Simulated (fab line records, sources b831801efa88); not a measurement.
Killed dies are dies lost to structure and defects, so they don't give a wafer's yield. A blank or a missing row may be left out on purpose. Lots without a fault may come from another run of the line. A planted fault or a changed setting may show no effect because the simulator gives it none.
Which tool did it? | flow gf180mcu | 10 lots, 30 wafers sampled, at 4 steps of a route of 602

WHAT THE GAUGES READ, wafer by wafer
GF_M1_CD_MEAS_14: target cd 230 nm.
lot  | measured     | on        | cd_nm (nm)
L115 | day 17 05:16 | cd_sem-02 | 230.6 230.9 229.8
L116 | day 17 09:43 | cd_sem-02 | 232.5 232.6 232.6
L117 | day 17 15:06 | cd_sem-01 | 231.0 229.4 230.3
L118 | day 18 00:28 | cd_sem-01 | 229.3 229.2 229.8
L119 | day 18 02:48 | cd_sem-02 | 229.3 229.9 229.1
L126 | day 21 16:19 | cd_sem-01 | 229.5 229.2 229.6
L128 | day 22 15:01 | cd_sem-02 | 229.8 229.7 230.0
L129 | day 22 21:03 | cd_sem-01 | 231.4 232.2 230.8
L137 | day 24 23:29 | cd_sem-02 | 229.4 228.4 229.5
L138 | day 25 11:12 | cd_sem-02 | 230.1 230.5 229.6

GF_V1_BOW_MEAS_05.
lot  | measured     | on            | V1_BOW (um)
L115 | day 17 06:38 | film_metro-03 | 82 74 77
L116 | day 17 11:06 | film_metro-03 | 99 76 91
L117 | day 17 16:31 | film_metro-04 | 72 78 70
L118 | day 18 01:52 | film_metro-03 | 78 87 75
L119 | day 18 04:10 | film_metro-01 | 83 77 70
L126 | day 21 17:40 | film_metro-01 | 91 79 89
L128 | day 22 16:22 | film_metro-04 | 81 75 85
L129 | day 22 22:31 | film_metro-01 | 78 79 87
L137 | day 25 00:52 | film_metro-03 | 86 64 77
L138 | day 25 12:55 | film_metro-04 | 95 100 99

WHICH TOOL RAN EACH LOT (tool, then ch and the chambers of the sampled wafers, then the start)
lot  | GF_M1_SPUTTER_00             | GF_V1_CMP_04
L115 | pvd_sputter-02, day 16 06:33 | cmp-01 ch 0,1,2, day 17 06:22
L116 | pvd_sputter-04, day 16 10:33 | cmp-02 ch 0,1,2, day 17 10:51
L117 | pvd_sputter-01, day 16 15:57 | cmp-02 ch 0,2,3, day 17 16:13
L118 | pvd_sputter-01, day 17 00:54 | cmp-01 ch 1,2,3, day 18 01:33
L119 | pvd_sputter-02, day 17 03:27 | cmp-01 ch 1,2,3, day 18 03:55
L126 | pvd_sputter-01, day 20 16:18 | cmp-02 ch 1,3, day 21 17:25
L128 | pvd_sputter-02, day 21 15:35 | cmp-02 ch 0,1, day 22 16:04
L129 | pvd_sputter-02, day 21 21:43 | cmp-01 ch 1,3, day 22 22:13
L137 | pvd_sputter-02, day 24 02:01 | cmp-02 ch 0,1,2, day 25 00:33
L138 | pvd_sputter-04, day 24 13:58 | cmp-01 ch 1,2, day 25 12:40
- GF_M1_SPUTTER_00: material Ti, target thk 37.5 nm, time 150 s.
- GF_V1_CMP_04: polishes SiO2.

WHAT THE TOOLS THEMSELVES READ (means of the sampled wafers that have a number; where no wafer has one, the mark that the record gives instead)
GF_M1_SPUTTER_00.
lot  | tool           | throttle_valve_pct (%)
L115 | pvd_sputter-02 | 30.6
L116 | pvd_sputter-04 | 31.6
L117 | pvd_sputter-01 | 30.0
L118 | pvd_sputter-01 | 29.0
L119 | pvd_sputter-02 | 30.6
L126 | pvd_sputter-01 | 29.7
L128 | pvd_sputter-02 | 30.6
L129 | pvd_sputter-02 | 30.7
L137 | pvd_sputter-02 | 30.7
L138 | pvd_sputter-04 | 31.1

GF_V1_CMP_04.
lot  | tool   | motor_current_A (A) | slurry_filter_dp_kPa (kPa) | time_to_endpoint_s (s)
L115 | cmp-01 | 12.0                | 13.46                      | 82
L116 | cmp-02 | 12.1                | 13.43                      | 75
L117 | cmp-02 | 12.4                | 13.44                      | 86
L118 | cmp-01 | 11.4                | 13.47                      | 81
L119 | cmp-01 | 11.1                | 13.60                      | 79
L126 | cmp-02 | 12.4                | 13.55                      | 96
L128 | cmp-02 | 12.5                | 13.61                      | 100
L129 | cmp-01 | 11.2                | 13.54                      | 76
L137 | cmp-02 | 12.3                | 13.43                      | 87
L138 | cmp-01 | 11.2                | 13.49                      | 80

THE ANSWER, worked out from the rows above alone
Rule: what is usual is taken from the lots themselves. Put in order of their means at a reading, lots are off if they are a third of the lots or fewer, leave a main group of 4 or more, and stand apart from it by a gap of 3 or more times the standard deviation of the main group's means; of several such gaps the widest counts. A main group whose means are all the same, to the digits that the tables above print for the reading, isn't used. A lot without any number at a reading at which 4 lots or more have one is off too. The other lots that the step has rows for count as sound. The gauges are gone through in route order, then the tools' own readings, and for those a lot's mean is taken as printed above. The first step at which some lot is off is used, and at that step the reading that is off furthest; a lot without a number counts as furthest.
No lot is off at any reading shown: from this, nothing can be told.

WHAT THE SIMULATOR HAD PUT IN
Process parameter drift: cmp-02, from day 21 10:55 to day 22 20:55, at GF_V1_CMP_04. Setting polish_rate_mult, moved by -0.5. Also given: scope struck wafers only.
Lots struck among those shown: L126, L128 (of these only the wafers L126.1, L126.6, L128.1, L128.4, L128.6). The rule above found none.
